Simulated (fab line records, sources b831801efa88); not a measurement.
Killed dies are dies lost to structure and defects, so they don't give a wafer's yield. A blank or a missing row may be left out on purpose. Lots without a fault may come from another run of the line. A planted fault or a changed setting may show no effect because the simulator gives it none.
Chamber matching | flow sky130 | SKY_VIA1_ETCH_15 on rie_diel-03: 4 sister chambers
The step etches SiO2 in C4F8/O2/Ar, stops on TiN, target depth 351 nm, time 54 s. 8 wafers are shown with their chamber, then 9 later ones without.

WAFERS WITH THEIR CHAMBER
wafer  | chamber | oes_product_au (a.u.)
L082.4 | 1       | 0.982
L085.5 | 0       | 0.998
L085.6 | 3       | 0.983
L088.1 | 0       | 0.982
L088.4 | 1       | 0.976
L090.1 | 2       | 0.980
L090.4 | 3       | 0.977
L090.6 | 2       | 0.962

WAFERS WITHOUT THEIR CHAMBER
wafer  | oes_product_au (a.u.)
L092.1 | 0.975
L092.3 | 0.965
L092.4 | 0.981
L095.1 | 0.986
L095.2 | 0.977
L095.5 | 0.983
L097.2 | 0.972
L097.4 | 0.979
L097.6 | 0.978

WHICH CHAMBER EACH WENT THROUGH
wafer  | from the rows above               | in truth
L092.1 | can't be placed: 1 or 2 or 3 or 0 | 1
L092.3 | can't be placed: 2 or 1 or 3      | 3
L092.4 | can't be placed: 3 or 1 or 0 or 2 | 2
L095.1 | can't be placed: 0 or 3 or 1 or 2 | 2
L095.2 | can't be placed: 1 or 3 or 2 or 0 | 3
L095.5 | can't be placed: 3 or 1 or 0 or 2 | 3
L097.2 | can't be placed: 2 or 1 or 3 or 0 | 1
L097.4 | can't be placed: 1 or 3 or 2 or 0 | 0
L097.6 | can't be placed: 1 or 3 or 2 or 0 | 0
Placed correctly: 0 of 9. Can't be placed from these rows: 9 (the true chamber is among the candidates in 9). Placed wrongly: 0.
How it was worked out, from the rows above alone: a wafer's distance from a chamber is the root of the sum, over the readings, of the square of ((its reading less the chamber's mean) divided by the reading's scatter). The wafer belongs to the nearest chamber; if the next one is less than 2 further off, it can't be placed. A chamber's mean is the mean of its shown wafers. The scatter: the root of (the sum of the squares of (reading less its chamber's mean) over the shown wafers, divided by (wafers less chambers)).
